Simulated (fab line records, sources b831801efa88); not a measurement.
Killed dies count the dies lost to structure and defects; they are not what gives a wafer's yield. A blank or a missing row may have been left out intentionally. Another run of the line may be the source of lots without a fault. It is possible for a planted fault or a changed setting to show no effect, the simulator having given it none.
Matching of chambers / flow sky130 / SKY_PASSIVATION_CVD_00 on pecvd-04 has 3 sister chambers
The step deposits SiO2, target thk 90 nm. 14 wafers are shown with their chamber, then 7 later ones without.

## WAFERS, EACH WITH ITS CHAMBER
wafer=L074.1; chamber=2; heaterPowerW (W)=559
wafer=L074.5; chamber=0; heaterPowerW (W)=665
wafer=L074.6; chamber=2; heaterPowerW (W)=575
wafer=L077.1; chamber=2; heaterPowerW (W)=540
wafer=L077.2; chamber=0; heaterPowerW (W)=679
wafer=L077.3; chamber=1; heaterPowerW (W)=620
wafer=L078.1; chamber=0; heaterPowerW (W)=615
wafer=L078.3; chamber=1; heaterPowerW (W)=652
wafer=L078.4; chamber=0; heaterPowerW (W)=624
wafer=L081.2; chamber=0; heaterPowerW (W)=696
wafer=L081.3; chamber=0; heaterPowerW (W)=693
wafer=L081.4; chamber=1; heaterPowerW (W)=662
wafer=L088.4; chamber=1; heaterPowerW (W)=677
wafer=L088.5; chamber=2; heaterPowerW (W)=605

SIGNATURES (means of the wafers above)
reading=heaterPowerW; chamber 0=662.00; chamber 1=652.75; chamber 2=569.75; scatter within a chamber=30.3
Rule: a wafer lies at a distance from a chamber equal to the root of the sum of squares, over the readings, of (its reading less the chamber's mean, divided by the reading's scatter). If the next closest chamber is less than 2 further off than the closest, the wafer can't be placed; otherwise it belongs to the closest. The scatter: take each reading less its chamber's mean, square it, sum over the shown wafers, divide by the number of wafers less the number of chambers, and take the root.

## WAFERS WHOSE CHAMBER IS MISSING
wafer=L088.6; heaterPowerW (W)=649
wafer=L092.1; heaterPowerW (W)=575
wafer=L092.2; heaterPowerW (W)=574
wafer=L092.4; heaterPowerW (W)=583
wafer=L097.2; heaterPowerW (W)=628
wafer=L097.4; heaterPowerW (W)=737
wafer=L097.6; heaterPowerW (W)=631

## CHAMBER TAKEN BY EACH
wafer=L088.6; from the rows above=can't be placed: 1 or 0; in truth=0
wafer=L092.1; from the rows above=2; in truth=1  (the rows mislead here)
wafer=L092.2; from the rows above=2; in truth=2
wafer=L092.4; from the rows above=can't be placed: 2 or 1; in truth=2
wafer=L097.2; from the rows above=can't be placed: 1 or 0 or 2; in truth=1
wafer=L097.4; from the rows above=can't be placed: 0 or 1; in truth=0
wafer=L097.6; from the rows above=can't be placed: 1 or 0 or 2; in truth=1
Correctly placed: 1 of 7. Unplaceable from these rows: 5, with the true chamber sitting among the candidates in 5. Wrongly placed: 1.
